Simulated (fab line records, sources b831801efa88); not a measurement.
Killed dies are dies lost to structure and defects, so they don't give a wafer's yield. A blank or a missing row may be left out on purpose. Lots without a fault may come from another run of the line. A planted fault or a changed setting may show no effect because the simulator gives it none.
A struck lot beside a sound one | flow sfq_line | 42 steps out of a route of 325
Sound: wafers L566.3, L566.4, L566.6. Struck: wafer L557.4. (L557.1, L557.6 of the same lot were not struck and are left out.) The cause comes at the end.
At each step with rows: each side's tool, then ch and its chambers, then its first start. Under that, the readings that differ: sound wafers | struck wafers | difference of the means | sigmas: that difference in standard deviations of wafers without a fault.
alike: readings whose means differ by less than 2 such deviations, and words and numbers that are the same on both sides. not compared: withheld readings, readings that some wafer has no value for, bounds like >300 that may hide the same value, and numbers for which the record gives no deviation and whose values overlap.
The two part at a step that has a row with sigmas, a row that says differs or no value, or rows on one side only. Numbers that don't overlap but have no deviation are shown without sigmas and don't part them. A reading that every wafer of one side lacks parts them only if that side has two wafers or more.

first, 6 steps without rows for these wafers: SFQ_TRILAYER_I1_VIA_LITHO_COAT_054 (resist thk 62 nm); SFQ_TRILAYER_I1_VIA_LITHO_COAT_049 (resist thk 650 nm); SFQ_TRILAYER_I1_VIA_LITHO_SOFTBAKE_053; SFQ_TRILAYER_I1_VIA_LITHO_EXPOSE_050 (exposes mask I1, target cd 500 nm); SFQ_TRILAYER_I1_VIA_LITHO_PEB_052 (peb time 60 s); SFQ_TRILAYER_I1_VIA_LITHO_DEVELOP_051 (time 60 s).
SFQ_I1_OVL_MEAS_913:
  sound on overlay-01, day 37 21:16; struck on overlay-01, day 33 02:46
  alike: I1_OVL
then, 1 step without rows for these wafers: SFQ_TRILAYER_I1_VIA_BARC_OPEN_VIA_ETCH_071 (etches BARC in O2, target depth 125 nm, time 41.7 s).
SFQ_TRILAYER_I1_VIA_ETCH_VIA_ETCH_052: etches SiO2 in CHF3, stops on Nb, target depth 260 nm.
  sound on rie_diel-04 ch 0,3, day 37 21:20; struck on rie_diel-03 ch 2, day 33 02:50
  alike: drypump_motor_current_A, oes_product_au
then, 3 steps without rows for these wafers: SFQ_TRILAYER_I1_VIA_STRIP_STRIP_053 (strips in O2); SFQ_TRILAYER_I1_VIA_STRIP_SOLV_CLEAN_054 (cleans in NMP, time 600 s); SFQ_TRILAYER_M2_DEP_PRE_CLEAN_056 (time 22.5 s).
SFQ_TRILAYER_M2_DEP_SPUTTER_055: material Nb, target thk 200 nm, time 133.3 s.
  sound on pvd_sputter-06, day 37 22:14; struck on pvd_sputter-04, day 33 03:45
  reading                                             | sound                | struck | difference | sigmas
  cathode_dc_power_W (W)                              | 2000.4 2000.2 1999.4 | 1264.5 | -735.5     | -99 or more
  model.Nb_of_TRILAYER_M2_DEP_SPUTTER_055.thk_nm (nm) | 199.8 199 198.2      | 122    | -77        |
  alike: throttle_valve_pct
SFQ_M2_RS_MEAS_914: measures by four-point-probe.
  sound on film_metro-02, day 37 22:22; struck on film_metro-04, day 33 03:51
  reading           | sound             | struck | difference | sigmas
  M2_NB_RS (ohm/sq) | 0.892 0.897 0.899 | 1.468  | +0.572     | +58
then, 6 steps without rows for these wafers: SFQ_TRILAYER_M2_LITHO_COAT_062 (resist thk 62 nm); SFQ_TRILAYER_M2_LITHO_COAT_057 (resist thk 600 nm); SFQ_TRILAYER_M2_LITHO_SOFTBAKE_061; SFQ_TRILAYER_M2_LITHO_EXPOSE_058 (exposes mask M2, target cd 500 nm); SFQ_TRILAYER_M2_LITHO_PEB_060 (peb time 60 s); SFQ_TRILAYER_M2_LITHO_DEVELOP_059 (time 60 s).
SFQ_M2_OVL_MEAS_916:
  sound on overlay-02, day 43 01:10; struck on overlay-01, day 33 06:17
  alike: M2_OVL
SFQ_TRILAYER_M2_BARC_OPEN_METAL_ETCH_077: etches BARC in O2, target depth 125 nm, time 41.7 s.
  sound on rie_metal-03 ch 1, day 43 01:14; struck on rie_metal-03 ch 1, day 33 06:19
  alike: drypump_motor_current_A, oes_product_au
  not compared: rf_hours_counter_h
SFQ_TRILAYER_M2_ETCH_METAL_ETCH_060: etches Nb in Cl2/Ar, stops on SiO2, target depth 240 nm, time 120 s.
  sound on rie_metal-03 ch 1, day 43 01:28; struck on rie_metal-03 ch 1, day 33 06:23
  reading               | sound             | struck | difference | sigmas
  oes_product_au (a.u.) | 0.895 0.891 0.892 | 0.684  | -0.209     | -27
  alike: drypump_motor_current_A
  not compared: rf_hours_counter_h
then, 4 steps without rows for these wafers: SFQ_TRILAYER_M2_STRIP_STRIP_061 (strips in O2); SFQ_TRILAYER_M2_STRIP_SOLV_CLEAN_062 (cleans in NMP, time 600 s); SFQ_TRILAYER_I2_DEP_PECVD_063 (deposits SiO2 from SiH4/N2O, time 111.11 s, target thk 500 nm); SFQ_TRILAYER_I2_CMP_CMP_064 (polishes SiO2).
-- the record jumps here: 2 days lie between the struck wafers' starts before and after --
SFQ_I2_BOW_MEAS_917:
  sound on film_metro-01, day 43 10:16; struck on film_metro-02, day 35 07:23
  alike: I2_BOW
SFQ_TRILAYER_I2_METRO_MEASURE_065:
  sound on film_metro-01, day 43 10:45; struck on film_metro-02, day 35 07:30
  alike: thk_nm
then, 6 steps without rows for these wafers: SFQ_TRILAYER_I2_VIA_LITHO_COAT_072 (resist thk 62 nm); SFQ_TRILAYER_I2_VIA_LITHO_COAT_067 (resist thk 650 nm); SFQ_TRILAYER_I2_VIA_LITHO_SOFTBAKE_071; SFQ_TRILAYER_I2_VIA_LITHO_EXPOSE_068 (exposes mask I2, target cd 500 nm); SFQ_TRILAYER_I2_VIA_LITHO_PEB_070 (peb time 60 s); SFQ_TRILAYER_I2_VIA_LITHO_DEVELOP_069 (time 60 s).
-- the record jumps here: 5 days lie between the struck wafers' starts before and after --
SFQ_I2_OVL_MEAS_918:
  sound on overlay-01, day 43 17:16; struck on overlay-02, day 40 08:00
  alike: I2_OVL
SFQ_TRILAYER_I2_VIA_BARC_OPEN_VIA_ETCH_096: etches BARC in O2, target depth 125 nm, time 41.7 s.
  sound on rie_diel-01 ch 0,2,3, day 43 17:18; struck on rie_diel-01 ch 1, day 40 08:02
  alike: drypump_motor_current_A, oes_product_au
  not compared: rf_hours_counter_h
then, 1 step without rows for these wafers: SFQ_TRILAYER_I2_VIA_ETCH_VIA_ETCH_070 (etches SiO2 in CHF3, stops on Nb, target depth 260 nm).
SFQ_TRILAYER_I2_VIA_STRIP_STRIP_071: strips in O2.
  sound on rie_metal-04 ch 1, day 43 17:51; struck on rie_metal-02 ch 0, day 40 08:11
  alike: drypump_motor_current_A, oes_product_au
  not compared: rf_hours_counter_h
then, 2 steps without rows for these wafers: SFQ_TRILAYER_I2_VIA_STRIP_SOLV_CLEAN_072 (cleans in NMP, time 600 s); SFQ_TRILAYER_M3_DEP_PRE_CLEAN_074 (time 22.5 s).
-- the record jumps here: 43 days lie between the struck wafers' starts before and after --
SFQ_M8_BOW_MEAS_951:
  sound on film_metro-03, day 85 09:24; struck on film_metro-01, day 83 07:12
  reading                 | sound                | struck | difference | sigmas
  model.etest.m2.ohm_um   | 1.785 1.794 1.798    | 2.928  | +1.136     |
  model.etest.i1.link_ohm | 1.978 1.97 1.982     | 2.66   | +0.68      |
  model.etest.i2.link_ohm | 1.958 1.972 1.974    | 2.508  | +0.540     |
  model.etest.m2.ohm_sq   | 0.8916 0.8955 0.8989 | 1.46   | +0.56      |
  alike: M8_BOW

WHERE THEY PART
First at SFQ_TRILAYER_M2_DEP_SPUTTER_055; last, within this record, at SFQ_TRILAYER_M2_ETCH_METAL_ETCH_060. Later steps at which nothing parts them and some readings are alike: SFQ_I2_BOW_MEAS_917, SFQ_TRILAYER_I2_METRO_MEASURE_065, SFQ_I2_OVL_MEAS_918, SFQ_TRILAYER_I2_VIA_BARC_OPEN_VIA_ETCH_096, SFQ_TRILAYER_I2_VIA_STRIP_STRIP_071, SFQ_M8_BOW_MEAS_951.

WHY: what the simulator had put in
Process parameter drift: pvd_sputter-04, from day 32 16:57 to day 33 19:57, at SFQ_TRILAYER_M2_DEP_SPUTTER_055. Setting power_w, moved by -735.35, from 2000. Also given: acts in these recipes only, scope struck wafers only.
